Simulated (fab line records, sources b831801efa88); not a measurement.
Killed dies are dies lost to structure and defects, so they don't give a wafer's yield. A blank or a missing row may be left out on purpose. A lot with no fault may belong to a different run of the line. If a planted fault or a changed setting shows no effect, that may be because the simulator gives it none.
What tool caused it? / flow sky130 / Sampling: 10 lots, 30 wafers, 4 of 708 route steps

== WHAT THE GAUGES READ, wafer by wafer ==
SKY_VT_ADJUST_HVTP_CD_MEAS_07: target cd 380 nm. Usual: cdNm at 380.3 nm, with a standard deviation of 1.9.
lot=L646; measured=day 6 08:44; on=cdSem-02; cdNm (nm)=378.2 379.8 378.7; flag=
lot=L648; measured=day 6 17:56; on=cdSem-01; cdNm (nm)=382.0 382.7 382.6; flag=
lot=L649; measured=day 6 21:08; on=cdSem-02; cdNm (nm)=381.2 383.0 381.2; flag=
lot=L651; measured=day 7 16:17; on=cdSem-02; cdNm (nm)=383.1 381.5 383.5; flag=
lot=L653; measured=day 8 01:31; on=cdSem-02; cdNm (nm)=381.7 381.5 381.4; flag=
lot=L656; measured=day 8 14:15; on=cdSem-01; cdNm (nm)=380.7 383.1 382.7; flag=
lot=L658; measured=day 9 11:20; on=cdSem-02; cdNm (nm)=382.2 380.0 380.6; flag=
lot=L664; measured=day 11 04:27; on=cdSem-02; cdNm (nm)=379.3 382.0 378.7; flag=
lot=L665; measured=day 11 09:14; on=cdSem-02; cdNm (nm)=381.6 378.6 379.4; flag=
lot=L667; measured=day 12 05:32; on=cdSem-02; cdNm (nm)=378.2 374.7 377.7; flag=

SKY_SPACER_THK_MEAS_01. Usual: for SPACER_CVD_00_THK the level is 42.9 nm and the standard deviation is 0.42.
lot=L646; measured=day 22 23:25; on=filmMetro-04; SPACER_CVD_00_THK (nm)=42.3 42.4 42.8; flag=
lot=L648; measured=day 24 04:24; on=filmMetro-01; SPACER_CVD_00_THK (nm)=42.9 42.7 43.1; flag=
lot=L649; measured=day 24 03:11; on=filmMetro-04; SPACER_CVD_00_THK (nm)=43.3 43.4 43.5; flag=
lot=L651; measured=day 25 03:08; on=filmMetro-04; SPACER_CVD_00_THK (nm)=43.1 43.1 43.1; flag=
lot=L653; measured=day 25 12:43; on=filmMetro-02; SPACER_CVD_00_THK (nm)=42.8 42.7 42.8; flag=
lot=L656; measured=day 26 12:34; on=filmMetro-04; SPACER_CVD_00_THK (nm)=44.0 44.0 43.7; flag=
lot=L658; measured=day 27 16:05; on=filmMetro-02; SPACER_CVD_00_THK (nm)=43.5 43.4 43.9; flag=
lot=L664; measured=day 29 17:26; on=filmMetro-01; SPACER_CVD_00_THK (nm)=43.0 42.8 42.9; flag=
lot=L665; measured=day 29 21:47; on=filmMetro-02; SPACER_CVD_00_THK (nm)=42.9 42.6 42.8; flag=
lot=L667; measured=day 30 20:48; on=filmMetro-02; SPACER_CVD_00_THK (nm)=60.7 60.8 60.4; flag=OFF

== WHAT TOOL EACH LOT RAN ON (gives the tool, then ch and the chambers of the sampled wafers, and finally the start) ==
lot=L646; SKY_VT_ADJUST_HVTP_STRIP_10=plasmaAsher-04 ch 0,1, day 6 09:01; SKY_SPACER_CVD_00=lpcvd-02 ch 0, day 22 22:11
lot=L648; SKY_VT_ADJUST_HVTP_STRIP_10=plasmaAsher-03 ch 0,1, day 6 18:15; SKY_SPACER_CVD_00=lpcvd-02 ch 1, day 24 03:11
lot=L649; SKY_VT_ADJUST_HVTP_STRIP_10=plasmaAsher-03 ch 0,1, day 6 21:26; SKY_SPACER_CVD_00=lpcvd-02 ch 1, day 24 01:59
lot=L651; SKY_VT_ADJUST_HVTP_STRIP_10=plasmaAsher-01 ch 0,1, day 7 16:36; SKY_SPACER_CVD_00=lpcvd-02 ch 1, day 25 01:56
lot=L653; SKY_VT_ADJUST_HVTP_STRIP_10=plasmaAsher-04 ch 0,1, day 8 01:49; SKY_SPACER_CVD_00=lpcvd-02 ch 1, day 25 11:30
lot=L656; SKY_VT_ADJUST_HVTP_STRIP_10=plasmaAsher-03 ch 1, day 8 14:32; SKY_SPACER_CVD_00=lpcvd-02 ch 0, day 26 11:21
lot=L658; SKY_VT_ADJUST_HVTP_STRIP_10=plasmaAsher-04 ch 0,1, day 9 11:40; SKY_SPACER_CVD_00=lpcvd-02 ch 0, day 27 14:52
lot=L664; SKY_VT_ADJUST_HVTP_STRIP_10=plasmaAsher-01 ch 0,1, day 11 04:46; SKY_SPACER_CVD_00=lpcvd-02 ch 0, day 29 16:14
lot=L665; SKY_VT_ADJUST_HVTP_STRIP_10=plasmaAsher-04 ch 0,1, day 11 09:32; SKY_SPACER_CVD_00=lpcvd-02 ch 0, day 29 20:35
lot=L667; SKY_VT_ADJUST_HVTP_STRIP_10=plasmaAsher-04 ch 0,1, day 12 05:50; SKY_SPACER_CVD_00=lpcvd-02 ch 0, day 30 19:35
- SKY_VT_ADJUST_HVTP_STRIP_10: strips in O2/N2.
- SKY_SPACER_CVD_00: deposits Si3N4 from DCS/NH3, target thk 43.1 nm, time 740 s.

== WHAT THE TOOLS THEMSELVES READ (means of the sampled wafers that have a number; where no wafer has one, the mark that the record gives instead) ==
SKY_VT_ADJUST_HVTP_STRIP_10. Usual: drypumpMotorCurrentA 5.78 A, standard deviation 0.27; n2FlowSccm 300.1 sccm, standard deviation 0.79; oesProductAu 0.716 a.u., standard deviation 0.0045; stripTimeToEndpointS 14.17 s, standard deviation 0.046.
lot=L646; tool=plasmaAsher-04; drypumpMotorCurrentA (A)=5.74; n2FlowSccm (sccm)=300.1; oesProductAu (a.u.)=0.710; stripTimeToEndpointS (s)=14.21; flag=
lot=L648; tool=plasmaAsher-03; drypumpMotorCurrentA (A)=5.65; n2FlowSccm (sccm)=299.3; oesProductAu (a.u.)=0.715; stripTimeToEndpointS (s)=14.17; flag=
lot=L649; tool=plasmaAsher-03; drypumpMotorCurrentA (A)=5.90; n2FlowSccm (sccm)=300.8; oesProductAu (a.u.)=0.717; stripTimeToEndpointS (s)=14.14; flag=
lot=L651; tool=plasmaAsher-01; drypumpMotorCurrentA (A)=5.77; n2FlowSccm (sccm)=300.2; oesProductAu (a.u.)=0.717; stripTimeToEndpointS (s)=14.18; flag=
lot=L653; tool=plasmaAsher-04; drypumpMotorCurrentA (A)=5.92; n2FlowSccm (sccm)=299.4; oesProductAu (a.u.)=0.712; stripTimeToEndpointS (s)=14.14; flag=
lot=L656; tool=plasmaAsher-03; drypumpMotorCurrentA (A)=5.44; n2FlowSccm (sccm)=299.8; oesProductAu (a.u.)=0.716; stripTimeToEndpointS (s)=14.14; flag=
lot=L658; tool=plasmaAsher-04; drypumpMotorCurrentA (A)=5.91; n2FlowSccm (sccm)=299.2; oesProductAu (a.u.)=0.713; stripTimeToEndpointS (s)=14.26; flag=
lot=L664; tool=plasmaAsher-01; drypumpMotorCurrentA (A)=5.77; n2FlowSccm (sccm)=301.4; oesProductAu (a.u.)=0.716; stripTimeToEndpointS (s)=14.18; flag=
lot=L665; tool=plasmaAsher-04; drypumpMotorCurrentA (A)=5.74; n2FlowSccm (sccm)=300.2; oesProductAu (a.u.)=0.714; stripTimeToEndpointS (s)=14.11; flag=
lot=L667; tool=plasmaAsher-04; drypumpMotorCurrentA (A)=5.75; n2FlowSccm (sccm)=300.3; oesProductAu (a.u.)=0.717; stripTimeToEndpointS (s)=14.14; flag=

SKY_SPACER_CVD_00. Usual: spikeTcUpperC 769.7 C, standard deviation 1; zonePowerUpperPct 12.3 %, standard deviation 0.35.
lot=L646; tool=lpcvd-02; spikeTcUpperC (C)=769.4; zonePowerUpperPct (%)=12.6; flag=
lot=L648; tool=lpcvd-02; spikeTcUpperC (C)=769.8; zonePowerUpperPct (%)=11.9; flag=
lot=L649; tool=lpcvd-02; spikeTcUpperC (C)=770.7; zonePowerUpperPct (%)=11.9; flag=
lot=L651; tool=lpcvd-02; spikeTcUpperC (C)=770.5; zonePowerUpperPct (%)=12.0; flag=
lot=L653; tool=lpcvd-02; spikeTcUpperC (C)=770.7; zonePowerUpperPct (%)=12.0; flag=
lot=L656; tool=lpcvd-02; spikeTcUpperC (C)=770.1; zonePowerUpperPct (%)=12.5; flag=
lot=L658; tool=lpcvd-02; spikeTcUpperC (C)=770.1; zonePowerUpperPct (%)=12.6; flag=
lot=L664; tool=lpcvd-02; spikeTcUpperC (C)=769.0; zonePowerUpperPct (%)=12.7; flag=
lot=L665; tool=lpcvd-02; spikeTcUpperC (C)=768.4; zonePowerUpperPct (%)=12.5; flag=
lot=L667; tool=lpcvd-02; spikeTcUpperC (C)=767.6; zonePowerUpperPct (%)=12.6; flag=

== THE ANSWER, worked out from the rows above alone ==
Rule: a lot is off if the mean of its wafers that have a number lies more than 3 standard deviations from the usual mean. Also off: a lot with no number at a reading for which 4 or more lots have one. Any other lot the step has rows for is counted as sound. After the gauges, taken in route order, come the tools' own readings; for these a lot's mean is taken, as printed above. At the first step where some lot is off, the reading lying furthest off is the one used; lots without a number count as furthest.
Off: L667, at SKY_SPACER_THK_MEAS_01 (SPACER_CVD_00_THK).
If a tool, at a process step before that reading, ran all the lots that are off and no sound lot after the first of them, it fits. Those tools and the gauges at SKY_SPACER_THK_MEAS_01 are tried in the same way. Can't be told from this: 3 tools fit, plasmaAsher-04 at SKY_VT_ADJUST_HVTP_STRIP_10, lpcvd-02 at SKY_SPACER_CVD_00, filmMetro-02 at SKY_SPACER_THK_MEAS_01.

== WHAT THE SIMULATOR PUT IN ==
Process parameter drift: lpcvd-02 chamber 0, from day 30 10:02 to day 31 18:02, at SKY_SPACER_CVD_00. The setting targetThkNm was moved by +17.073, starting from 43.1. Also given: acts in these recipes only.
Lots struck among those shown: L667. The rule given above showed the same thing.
